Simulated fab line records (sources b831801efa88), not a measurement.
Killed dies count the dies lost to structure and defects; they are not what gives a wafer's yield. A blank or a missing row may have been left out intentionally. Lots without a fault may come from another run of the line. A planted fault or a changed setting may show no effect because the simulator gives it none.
Code-filled problem report in 8D (eight disciplines) form | flow gf180mcu | the parts of the form that need people (team, actions taken, sign-off) are left out

## 1. THE PROBLEM
HV_LDD_RS at GF_HV_LDD_RS_MEAS_53 reads a mean of 423.2 ohm/sq on 1 wafer of 1 lot; wafers without a fault read 418.8 ohm/sq with a standard deviation of 0.87. That puts it +5.1 standard deviations away from the usual mean.
The step: measures by four-point-probe.
Seen first at day 13 20:17 on film metro-04, wafer L765.5. Wafers with a number at this step in the record: 37, from 13 lots. The rule behind "out" and "out of limits": a value lying over 4 standard deviations away from the usual mean. The rest of the wafers with a number are treated as sound.

## 2. WHAT IT IS, AND WHAT IT ISN'T
question                    | is                     | is not
which readings at this step | HV_LDD_RS              | -
which lots                  | L765                   | L762, L763, L772, L773, L775, L776, L777, L778, L779, L781, L782, L784
which wafers of those lots  | all that have a number | -
read on which gauges        | film metro-04          | film metro-02, film metro-03
when                        | from day 13 20:17      | up to then (6 sound wafers); but 30 sound wafers of L772, L773, L775, L776, L777, L778, L779, L781, L782, L784 came after

## 3. THE SUSPECTS, EACH WITH WHAT RULES IT OUT
Counting: any tool at a process step up to the reading is kept as a suspect provided that every lot that is out went through it and no sound lot did after the first of them.
- the gauge at GF_HV_LDD_RS_MEAS_53: kept. All the wafers that are out were read on film metro-04, and no step on other tools shows them out.
- plasma asher-01 at GF_HV_LDD_STRIP_22 (strips in O2/N2): ruled out as a lasting fault. The sound lots L772, L777, L782 went through it after L765, its earliest lot that is out (day 12 02:45).
- implanter-04 at GF_HV_LDD_IMPLANT_33: ruled out as a lasting fault. The sound lots L779, L781 went through it after L765, its earliest lot that is out (day 12 22:32).
Remaining after the count: film metro-04 at GF_HV_LDD_RS_MEAS_53.

## 4. THE CAUSE (what the simulator had put in)
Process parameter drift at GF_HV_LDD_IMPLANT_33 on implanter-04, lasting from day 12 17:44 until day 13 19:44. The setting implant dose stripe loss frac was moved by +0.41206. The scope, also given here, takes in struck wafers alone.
The count ruled it out by mistake, since the rule takes a fault to strike every lot its tool runs from the start of the fault on, and this one did not do so.

## 5. THE CHAIN OF EFFECTS, in route order
Rows list readings where the struck wafers' mean (over those with a number) sits beyond 3 standard deviations from the usual. Readings are gone through only where the record gives a usual standard deviation; hours: the median, over the lots, of the time from a lot's start at the first step in this table giving one to that lot's start at this step; sigmas: the change measured in usual standard deviations.
hours | step                 | reading   | usual        | on struck wafers | change | sigmas
0     | GF_HV_LDD_RS_MEAS_53 | HV_LDD_RS | 418.8 ohm/sq | 423.2            | +4.4   | +5.1
At these later measuring or inspecting steps, every struck wafer for which the step has a row has a number for every such reading, and none has moved that far: GF_HV_LDD_THK_MEAS_57.

## 6. HOW IT WOULD HAVE BEEN CAUGHT EARLIER
27 hours passed between the start of the fault at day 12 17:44 and the first reading out of limits at a measuring or inspecting step in this record, taken at day 13 20:17.
